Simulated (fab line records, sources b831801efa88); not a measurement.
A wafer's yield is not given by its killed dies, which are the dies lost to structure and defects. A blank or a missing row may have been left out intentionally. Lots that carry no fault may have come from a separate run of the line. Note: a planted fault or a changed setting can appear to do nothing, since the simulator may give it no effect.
Matching of chambers ; flow sky130 ; 4 sister chambers for SKY_LI_CONTACT_CMP_24 on cmp-01
The step polishes, stops on PSG, t overpolish 20 s, target thk 0 nm. 16 wafers are shown with their chamber, then 8 later ones without.

WAFERS PAIRED WITH THEIR CHAMBERS
wafer;chamber;motor_current_A (A);time_to_endpoint_s (s);overpolish_run_s (s)
L197.2;1;9.1;99;20.003
L197.5;2;10.7;92;20.019
L197.6;3;10.7;97;19.986
L201.1;0;10.9;89;20.004
L201.2;2;11.6;92;20.006
L201.5;1;9.3;97;20.000
L203.1;3;10.9;95;19.990
L203.2;1;9.0;95;20.006
L203.6;1;9.1;96;19.989
L204.1;0;10.6;91;19.999
L204.2;2;12.0;91;20.008
L204.5;3;10.9;95;20.003
L205.1;2;10.9;97;20.010
L205.4;3;10.5;96;20.012
L205.6;0;11.0;91;20.002
L208.1;0;10.9;88;19.988

SIGNATURES (means of the wafers above)
reading;chamber 0;chamber 1;chamber 2;chamber 3;scatter within a chamber
motor_current_A;10.850;9.125;11.300;10.750;0.335
time_to_endpoint_s;89.75;96.75;93.00;95.75;1.83
overpolish_run_s;19.99825;19.99950;20.01075;19.99775;0.00839
Rule: for a wafer and a chamber, the distance is found by dividing, reading by reading, the gap between the wafer's reading and the chamber's mean by the reading's scatter, squaring, summing and taking the root. The wafer belongs to the nearest chamber; if the next one is less than 2 further off, it can't be placed. The scatter is the square root of a quotient: the sum, over the shown wafers, of each reading's squared deviation from its chamber's mean, divided by wafers minus chambers.

WAFERS MISSING THEIR CHAMBER
wafer;motor_current_A (A);time_to_endpoint_s (s);overpolish_run_s (s)
L208.4;9.5;93;19.999
L208.6;11.5;89;19.992
L207.2;10.4;101;19.975
L207.3;11.5;93;20.003
L207.6;9.2;99;20.002
L220.2;9.5;101;19.990
L220.3;11.1;92;19.995
L220.6;10.8;97;20.012

WHICH CHAMBER EACH ONE RAN IN
wafer;from the rows above;in truth
L208.4;can't be placed: 1 or 3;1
L208.6;can't be placed: 0 or 2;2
L207.2;can't be placed: 3 or 1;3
L207.3;can't be placed: 2 or 0 or 3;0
L207.6;1;1
L220.2;can't be placed: 1 or 3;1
L220.3;can't be placed: 0 or 2 or 3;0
L220.6;can't be placed: 3 or 2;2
Placed correctly: 1 of 8. Can't be placed from these rows: 7 (the true chamber is among the candidates in 7). Placed wrongly: 0.
